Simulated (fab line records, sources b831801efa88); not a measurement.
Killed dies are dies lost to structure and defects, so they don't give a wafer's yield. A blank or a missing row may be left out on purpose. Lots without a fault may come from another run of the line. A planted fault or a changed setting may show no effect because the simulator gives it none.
A sampling plan put to the test | flow gf180mcu | one fab line, 29 faults that these records tell of, each judged on the records of the lots that it struck
The plan is the line's own looks: the steps of the route at which a gauge or an inspection reads the wafer and doesn't change it. A look can be judged if struck wafers have a number there and the file gives its usual mean and standard deviation on fault-free wafers. Caught: at a look after the fault's first step, the mean of the struck wafers lies 4 or more of those standard deviations (sigma) from the usual mean. On the tool: the same test on the tool's own readings at the fault's steps. Another recipe on the struck wafers, or a record that is blank for them alone, also counts as caught.

THE FAULTS, as the simulator had put them in
1. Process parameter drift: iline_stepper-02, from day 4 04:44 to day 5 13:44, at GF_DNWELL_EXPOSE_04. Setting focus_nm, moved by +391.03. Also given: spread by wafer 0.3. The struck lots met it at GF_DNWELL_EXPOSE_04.
2. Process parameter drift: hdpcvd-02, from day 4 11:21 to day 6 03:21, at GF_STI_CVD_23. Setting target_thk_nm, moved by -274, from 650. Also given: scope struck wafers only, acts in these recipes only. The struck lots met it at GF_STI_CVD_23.
3. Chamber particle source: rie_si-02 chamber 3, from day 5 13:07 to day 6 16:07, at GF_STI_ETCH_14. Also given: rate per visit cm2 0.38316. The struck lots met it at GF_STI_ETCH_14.
4. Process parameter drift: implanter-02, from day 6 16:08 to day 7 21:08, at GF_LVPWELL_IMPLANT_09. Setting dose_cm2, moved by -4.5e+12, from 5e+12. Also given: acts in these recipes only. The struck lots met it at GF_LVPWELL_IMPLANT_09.
5. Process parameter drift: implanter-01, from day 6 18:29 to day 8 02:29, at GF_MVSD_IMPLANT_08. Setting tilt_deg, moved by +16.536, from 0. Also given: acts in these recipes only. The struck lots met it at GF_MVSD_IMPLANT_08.
6. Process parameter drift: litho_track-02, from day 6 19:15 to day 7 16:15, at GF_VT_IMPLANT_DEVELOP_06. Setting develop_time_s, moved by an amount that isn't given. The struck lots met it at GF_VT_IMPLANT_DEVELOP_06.
7. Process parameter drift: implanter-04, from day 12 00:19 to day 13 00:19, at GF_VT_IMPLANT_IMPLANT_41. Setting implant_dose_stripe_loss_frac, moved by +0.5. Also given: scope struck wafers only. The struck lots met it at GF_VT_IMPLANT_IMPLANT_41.
8. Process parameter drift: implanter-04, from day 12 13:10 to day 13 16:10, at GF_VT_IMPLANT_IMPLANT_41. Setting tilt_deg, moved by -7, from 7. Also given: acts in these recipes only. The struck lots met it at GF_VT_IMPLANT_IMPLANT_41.
9. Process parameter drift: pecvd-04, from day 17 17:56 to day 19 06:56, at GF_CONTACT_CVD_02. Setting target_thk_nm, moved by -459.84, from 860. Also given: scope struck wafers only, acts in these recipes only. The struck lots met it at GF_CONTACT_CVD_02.
10. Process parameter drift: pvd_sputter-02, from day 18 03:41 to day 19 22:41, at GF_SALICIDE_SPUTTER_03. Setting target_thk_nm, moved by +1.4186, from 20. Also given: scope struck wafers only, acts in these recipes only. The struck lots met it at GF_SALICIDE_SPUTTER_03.
11. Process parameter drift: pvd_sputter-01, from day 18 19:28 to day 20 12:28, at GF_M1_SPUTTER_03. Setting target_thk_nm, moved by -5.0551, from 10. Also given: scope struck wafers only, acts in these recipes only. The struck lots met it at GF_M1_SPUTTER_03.
12. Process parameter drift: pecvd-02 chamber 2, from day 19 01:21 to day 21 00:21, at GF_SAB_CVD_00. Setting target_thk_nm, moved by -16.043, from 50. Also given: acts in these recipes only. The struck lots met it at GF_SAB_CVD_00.
13. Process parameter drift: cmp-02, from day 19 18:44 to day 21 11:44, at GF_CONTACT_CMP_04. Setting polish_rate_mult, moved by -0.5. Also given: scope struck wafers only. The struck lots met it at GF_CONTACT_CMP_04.
14. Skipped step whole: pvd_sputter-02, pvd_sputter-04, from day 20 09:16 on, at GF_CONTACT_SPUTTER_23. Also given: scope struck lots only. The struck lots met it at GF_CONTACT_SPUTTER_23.
15. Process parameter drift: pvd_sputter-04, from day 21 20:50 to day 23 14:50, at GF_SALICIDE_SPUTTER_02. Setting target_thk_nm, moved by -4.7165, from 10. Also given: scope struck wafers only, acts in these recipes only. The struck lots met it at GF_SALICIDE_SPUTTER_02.
16. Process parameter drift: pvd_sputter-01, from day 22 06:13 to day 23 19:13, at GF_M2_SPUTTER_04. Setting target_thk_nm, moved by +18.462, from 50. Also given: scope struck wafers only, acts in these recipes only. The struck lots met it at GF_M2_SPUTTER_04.
17. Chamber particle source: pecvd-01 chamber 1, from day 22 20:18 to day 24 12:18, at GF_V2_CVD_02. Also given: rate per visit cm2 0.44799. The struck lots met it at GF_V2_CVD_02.
18. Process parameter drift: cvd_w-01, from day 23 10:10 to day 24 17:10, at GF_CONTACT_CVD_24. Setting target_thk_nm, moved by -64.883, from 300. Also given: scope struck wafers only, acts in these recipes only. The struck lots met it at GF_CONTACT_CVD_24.
19. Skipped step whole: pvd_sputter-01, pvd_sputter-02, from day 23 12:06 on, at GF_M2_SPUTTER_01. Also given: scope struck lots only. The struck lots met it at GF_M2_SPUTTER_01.
20. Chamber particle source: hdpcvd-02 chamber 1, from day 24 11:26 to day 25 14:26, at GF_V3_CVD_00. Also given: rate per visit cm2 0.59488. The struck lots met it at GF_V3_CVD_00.
21. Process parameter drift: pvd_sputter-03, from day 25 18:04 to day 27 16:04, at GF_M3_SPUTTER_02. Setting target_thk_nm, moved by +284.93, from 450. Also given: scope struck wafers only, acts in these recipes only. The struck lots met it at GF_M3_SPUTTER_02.
22. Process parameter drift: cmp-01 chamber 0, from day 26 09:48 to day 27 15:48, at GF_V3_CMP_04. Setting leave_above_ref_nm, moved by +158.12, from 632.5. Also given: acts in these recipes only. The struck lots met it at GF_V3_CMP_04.
23. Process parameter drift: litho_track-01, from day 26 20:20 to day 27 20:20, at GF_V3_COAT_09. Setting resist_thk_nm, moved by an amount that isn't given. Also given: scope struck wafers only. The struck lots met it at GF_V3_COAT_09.
24. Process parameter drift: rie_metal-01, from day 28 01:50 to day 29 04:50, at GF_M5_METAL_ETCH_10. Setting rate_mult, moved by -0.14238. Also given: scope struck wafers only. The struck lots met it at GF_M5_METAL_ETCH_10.
25. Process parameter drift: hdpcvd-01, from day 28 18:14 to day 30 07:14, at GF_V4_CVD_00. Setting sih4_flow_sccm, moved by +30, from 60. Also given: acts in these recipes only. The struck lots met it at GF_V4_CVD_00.
26. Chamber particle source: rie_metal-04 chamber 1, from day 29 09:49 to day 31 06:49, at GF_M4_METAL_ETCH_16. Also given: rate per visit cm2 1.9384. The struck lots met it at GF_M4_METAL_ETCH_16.
27. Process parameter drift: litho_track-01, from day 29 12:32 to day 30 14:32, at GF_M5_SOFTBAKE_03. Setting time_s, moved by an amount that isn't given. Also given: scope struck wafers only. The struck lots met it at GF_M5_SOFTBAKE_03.
28. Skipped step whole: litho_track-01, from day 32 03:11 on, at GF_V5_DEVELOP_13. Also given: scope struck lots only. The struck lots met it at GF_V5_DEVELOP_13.
29. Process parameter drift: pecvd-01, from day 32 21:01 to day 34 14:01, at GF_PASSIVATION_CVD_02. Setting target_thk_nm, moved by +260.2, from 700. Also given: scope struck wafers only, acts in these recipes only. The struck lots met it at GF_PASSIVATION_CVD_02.

WHAT THE PLAN SAW
fault | on the tool itself                               | first look that catches it                      | reading, sigma              | median hours from its first step to that look | hours from the fault's start to the first struck lot there | judged looks passed uncaught
1     | no reading that can be judged                    | none of the 5 looks that can be judged after it | -                           | -                                             | -                                                          | 5
2     | no reading that can be judged                    | GF_STI_THK_MEAS_24                              | STI_CVD_23_THK -40          | 0.1                                           | 3                                                          | 0
3     | under 2 sigma                                    | none of the 2 looks that can be judged after it | -                           | -                                             | -                                                          | 2
4     | dose_ions_cm2 -99 or beyond sigma                | GF_LVPWELL_TW_MEAS_11                           | LVPWELL_TW -5.4             | 0.2                                           | 16                                                         | 0
5     | tilt_deg +99 or beyond sigma                     | GF_MVSD_TW_MEAS_11                              | MVSD_TW +6.8                | 0.4                                           | 3                                                          | 0
6     | no reading that can be judged                    | GF_VT_IMPLANT_TW_MEAS_10                        | VT_IMPLANT_TW -99 or beyond | 0.4                                           | 8                                                          | 0
7     | no reading that can be judged                    | GF_VT_IMPLANT_TW_MEAS_43                        | VT_IMPLANT_4_TW -19         | 0.2                                           | 4                                                          | 0
8     | tilt_deg -99 or beyond sigma                     | GF_VT_IMPLANT_TW_MEAS_43                        | VT_IMPLANT_4_TW -21         | 0.2                                           | 10                                                         | 0
9     | under 2 sigma                                    | GF_CONTACT_THK_MEAS_03                          | CONTACT_CVD_02_THK -42      | 0.1                                           | 5                                                          | 0
10    | under 2 sigma                                    | GF_SALICIDE_THK_MEAS_05                         | SALICIDE_TIN_THK +6.0       | 0.1                                           | 5                                                          | 0
11    | under 2 sigma                                    | no look after it can be judged                  | -                           | -                                             | -                                                          | 0
12    | under 2 sigma                                    | GF_SAB_THK_MEAS_01                              | SAB_CVD_00_THK -21          | 0.0                                           | 17                                                         | 0
13    | time_to_endpoint_s +5.0 sigma                    | none of the 2 looks that can be judged after it | -                           | -                                             | -                                                          | 2
14    | the tool's record is blank for the struck wafers | no look after it can be judged                  | -                           | -                                             | -                                                          | 0
15    | under 2 sigma                                    | GF_SALICIDE_RS_MEAS_04                          | SALICIDE_TIN_RS +36         | 0.1                                           | 18                                                         | 0
16    | under 2 sigma                                    | not the one look that can be judged after it    | -                           | -                                             | -                                                          | 1
17    | under 2 sigma                                    | not the one look that can be judged after it    | -                           | -                                             | -                                                          | 1
18    | under 2 sigma                                    | GF_CONTACT_RS_MEAS_25                           | CONTACT_W_RS +23            | 0.1                                           | 5                                                          | 0
19    | the tool's record is blank for the struck wafers | no look after it can be judged                  | -                           | -                                             | -                                                          | 0
20    | no reading that can be judged                    | not the one look that can be judged after it    | -                           | -                                             | -                                                          | 1
21    | under 2 sigma                                    | GF_M3_RS_MEAS_05                                | M3_ALCU_RS -34              | 0.1                                           | 3                                                          | 0
22    | time_to_endpoint_s -10 sigma                     | no look after it can be judged                  | -                           | -                                             | -                                                          | 0
23    | no reading that can be judged                    | not the one look that can be judged after it    | -                           | -                                             | -                                                          | 1
24    | oes_product_au -8.8 sigma                        | no look after it can be judged                  | -                           | -                                             | -                                                          | 0
25    | sih4_flow_sccm +99 or beyond sigma               | GF_V4_THK_MEAS_01                               | V4_CVD_00_THK +52           | 0.1                                           | 10                                                         | 0
26    | under 2 sigma                                    | not the one look that can be judged after it    | -                           | -                                             | -                                                          | 1
27    | run_length_s +99 or beyond sigma                 | GF_M5_CD_MEAS_07                                | cd_nm -4.0                  | 9.2                                           | 11                                                         | 0
28    | no reading that can be judged                    | no look after it can be judged                  | -                           | -                                             | -                                                          | 0
29    | under 2 sigma                                    | GF_PASSIVATION_THK_MEAS_03                      | PASSIVATION_CVD_02_THK +30  | 0.2                                           | 6                                                          | 0
A dash: the fault isn't caught, or these records don't give the number.

Caught at a look: 15 of 29. Caught on the tool: 10 of 29. By one or the other: 20 of 29.
Caught on the tool alone: faults 13, 14, 19, 22, 24.
Caught at a look alone: faults 2, 6, 7, 9, 10, 12, 15, 18, 21, 29.
Caught by neither: faults 1, 3, 11, 16, 17, 20, 23, 26, 28.

THINNER SAMPLING
If the look that catches a fault measured only every second or every third lot, by lot number, the first struck lot would be measured this late in the worst case:
fault | struck lots at that look, in order of time | every lot | every second lot | every third lot
2     | L891, L892, L893                           | 3 h       | 7 h              | 15 h
4     | L133, L135                                 | 16 h      | may miss all 2   | may miss all 2
5     | L462, L464, L465                           | 3 h       | 26 h             | may miss all 3
6     | L799, L800                                 | 8 h       | 13 h             | may miss all 2
7     | L989, L991                                 | 4 h       | may miss all 2   | may miss all 2
8     | L889, L891                                 | 10 h      | may miss all 2   | may miss all 2
9     | L957, L959, L960                           | 5 h       | 36 h             | may miss all 3
10    | L960, L963                                 | 5 h       | 30 h             | may miss all 2
12    | L180                                       | 17 h      | may miss it      | may miss it
15    | L952, L953                                 | 18 h      | 23 h             | may miss all 2
18    | L532                                       | 5 h       | may miss it      | may miss it
21    | L379, L384                                 | 3 h       | 42 h             | may miss all 2
25    | L559, L560, L561                           | 10 h      | 19 h             | 23 h
27    | L783, L785                                 | 11 h      | may miss all 2   | may miss all 2
29    | L797, L801                                 | 6 h       | may miss all 2   | may miss all 2
Hours are from the fault's start to the first struck lot that is measured. The limit of 4 sigma was tested on all struck wafers together, so one lot alone may lie under it. Other struck lots may not be in these records.

THE LONGEST TIMED WAY FROM STEP TO LOOK
Fault 27: a median of 9.2 hours passes between GF_M5_SOFTBAKE_03 and GF_M5_CD_MEAS_07. No look between them can be judged.
